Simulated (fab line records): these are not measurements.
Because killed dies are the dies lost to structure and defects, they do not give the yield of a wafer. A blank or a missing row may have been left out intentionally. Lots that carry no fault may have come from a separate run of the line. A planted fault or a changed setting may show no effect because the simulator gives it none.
A struck lot beside a sound one ; flow sky130 ; 16 steps out of a route of 708
Sound: the wafers L449.3, L449.5, L449.6. The struck wafers were L459.3, L459.4, L459.5. The cause comes at the end.
Order at every step that has rows: each side's tool, ch and its chambers, its first start. Under that, the readings that differ: sound wafers ; struck wafers ; difference of the means ; sigmas: that difference in standard deviations of wafers without a fault.
alike: readings with means less than 2 such deviations apart, plus words and numbers identical on both sides. not compared: withheld readings, readings lacking a value on some wafer, bounds such as >300 that could conceal the same value, and numbers that have no deviation in the record and whose values overlap.
A row with sigmas, a row that says differs or no value, or rows on one side alone: a step with any of these is where the two part. Numbers that don't overlap but have no deviation are shown without sigmas and don't part them. A reading that every wafer of one side lacks parts them only if that side has two wafers or more.

first, 5 steps without rows for these wafers: SKY_POLY_GATE_COAT_08 (resist thk 450 nm); SKY_POLY_GATE_SOFTBAKE_09 (time 90 s); SKY_POLY_GATE_EXPOSE_10 (exposes mask P1M, target cd 150 nm); SKY_POLY_GATE_PEB_11; SKY_POLY_GATE_DEVELOP_12 (develop time 60 s).
SKY_POLY_GATE_CD_MEAS_13: target cd 150 nm.
  sound on cd_sem-01, day 18 17:29; struck on cd_sem-02, day 22 07:58
  alike: cd_nm
SKY_POLY_GATE_OVL_MEAS_14:
  sound on overlay-01, day 18 17:35; struck on overlay-02, day 22 08:04
  alike: POLY_GATE_OVL
SKY_POLY_GATE_ETCH_15: etches BARC in N2/H2, stops on SiO2, time 118.5 s, target depth 110 nm.
  sound on rie_diel-03 ch 0,3, day 18 17:37; struck on rie_diel-02 ch 0,2,3, day 22 08:05
  alike: drypump_motor_current_A, oes_product_au, throttle_valve_pct
  not compared: rf_hours_counter_h
SKY_POLY_GATE_ETCH_16: etches Si3N4 in CH3F/O2, stops on poly-Si, time 147.5 s, target depth 75 nm.
  sound on rie_diel-03 ch 0,3, day 18 17:41; struck on rie_diel-02 ch 0,2,3, day 22 08:10
  alike: drypump_motor_current_A, oes_product_au, throttle_valve_pct
  not compared: rf_hours_counter_h
SKY_POLY_GATE_ETCH_17: etches poly-Si in HBr/Cl2, stops on SiO2, target depth 180 nm, time 70.5 s.
  sound on rie_si-02 ch 0,1,3, day 18 17:47; struck on rie_si-01 ch 1,2, day 22 08:16
  alike: drypump_motor_current_A, mfc_cl2_sccm, oes_product_au, throttle_valve_pct
  not compared: rf_hours_counter_h
SKY_POLY_GATE_STRIP_18: strips in O2/N2.
  sound on plasma_asher-04 ch 0,1, day 18 17:53; struck on plasma_asher-04 ch 0,1, day 22 08:21
  alike: drypump_motor_current_A, oes_product_au, strip_time_to_endpoint_s
  not compared: rf_hours_counter_h
then, 1 step without rows for these wafers: SKY_POLY_GATE_CLEAN_19 (cleans in SC1/SC2, time 150 s).
SKY_POLY_GATE_OXIDATION_20: stabilise 600 s, purge 300 s, target thk 4 nm.
  sound on furnace-01 ch 0, day 18 18:52; struck on furnace-01 ch 0, day 22 08:28
reading;sound;struck;difference;sigmas
ox_time_s (s);899 899 899;719.2 719.2 719.2;-179.8;
model.SiO2_of_POLY_GATE_OXIDATION_20.thk_nm (nm);3.864 3.892 3.881;3.511 3.4 3.469;-0.419;
  alike: ox_temp_c_max, spike_tc_top_C, tube_center_temp_C_max
SKY_POLY_GATE_THK_MEAS_21:
  sound on film_metro-03, day 18 20:08; struck on film_metro-04, day 22 09:58
reading;sound;struck;difference;sigmas
POLY_GATE_OXIDATION_THK (nm);3.84 3.88 3.85;3.54 3.42 3.39;-0.41;-5
  not compared: hold
SKY_POLY_GATE_CD_MEAS_22:
  sound on cd_sem-02, day 18 20:13; struck on cd_sem-01, day 22 15:55
reading;sound;struck;difference;sigmas
hold;- - -;await_dispo/5.9h/release await_dispo/5.9h/release await_dispo/5.9h/release;no value on the sound wafers;
  alike: cd_nm
-- a jump in the record: the struck wafers' starts before and after are 27 days apart (it breaks off in module POLY_GATE and resumes in module PAD_OPEN, where the first step shown is number 708 of the route) --
SKY_PAD_OPEN_PROBE_99:
  sound on prober-01, day 47 14:42; struck on prober-02, day 49 21:02
reading;sound;struck;difference;sigmas
model.etest.tip_sonos.rs_ohm_sq;2613 2665 2673;2447 2481 2475;-183;
  alike: killed_at_M0_to_M3, killed_at_M4_up, killed_at_contacts, killed_at_front_end, killed_at_other, killed_dies, killed_open, killed_short
  not compared: model.etest.tip_n.rs_ohm_sq

== WHERE THEY PART ==
Earliest at SKY_POLY_GATE_THK_MEAS_21; latest, in this record, at SKY_POLY_GATE_CD_MEAS_22. Later steps at which nothing parts them and some readings are alike: SKY_PAD_OPEN_PROBE_99.

WHY: what had been put in by the simulator
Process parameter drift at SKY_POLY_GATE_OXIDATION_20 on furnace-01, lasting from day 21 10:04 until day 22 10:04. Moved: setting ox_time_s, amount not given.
